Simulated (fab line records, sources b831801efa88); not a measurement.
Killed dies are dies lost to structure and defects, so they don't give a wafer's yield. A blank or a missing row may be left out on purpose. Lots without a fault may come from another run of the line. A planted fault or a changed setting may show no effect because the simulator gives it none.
Chamber matching | flow gf180mcu | GF_V1_CVD_02 on pecvd-02: 3 sister chambers
The step deposits SiO2 from TEOS, target thk 850 nm, time 94.851 s. 6 wafers are shown with their chamber, then 8 later ones without.

WAFERS WITH THEIR CHAMBER
wafer  | chamber | heater_power_w (W) | rf_fwd_power_W (W)
L907.5 | 1       | 640                | 596.5
L914.6 | 0       | 488                | 595.0
L915.1 | 0       | 602                | 594.3
L915.5 | 1       | 531                | 596.4
L915.6 | 2       | 581                | 597.3
L917.4 | 2       | 661                | 600.8

WAFERS WITHOUT THEIR CHAMBER
wafer  | heater_power_w (W) | rf_fwd_power_W (W)
L917.5 | 622                | 600.3
L917.6 | 619                | 595.0
L921.2 | 666                | 596.1
L921.5 | 580                | 595.3
L921.6 | 538                | 596.9
L923.1 | 534                | 596.9
L923.4 | 598                | 595.4
L923.5 | 494                | 593.6

WHICH CHAMBER EACH WENT THROUGH
wafer  | from the rows above          | in truth
L917.5 | can't be placed: 2 or 1      | 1
L917.6 | can't be placed: 0 or 1 or 2 | 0
L921.2 | can't be placed: 1 or 0 or 2 | 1
L921.5 | can't be placed: 0 or 1 or 2 | 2
L921.6 | can't be placed: 1 or 0 or 2 | 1
L923.1 | can't be placed: 1 or 0 or 2 | 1
L923.4 | can't be placed: 1 or 0 or 2 | 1
L923.5 | can't be placed: 0 or 1      | 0
Placed correctly: 0 of 8. Can't be placed from these rows: 8 (the true chamber is among the candidates in 8). Placed wrongly: 0.
How it was worked out, from the rows above alone: a wafer's distance from a chamber is the root of the sum, over the readings, of the square of ((its reading less the chamber's mean) divided by the reading's scatter). The wafer belongs to the nearest chamber; if the next one is less than 2 further off, it can't be placed. A chamber's mean is the mean of its shown wafers. The scatter: the root of (the sum of the squares of (reading less its chamber's mean) over the shown wafers, divided by (wafers less chambers)).
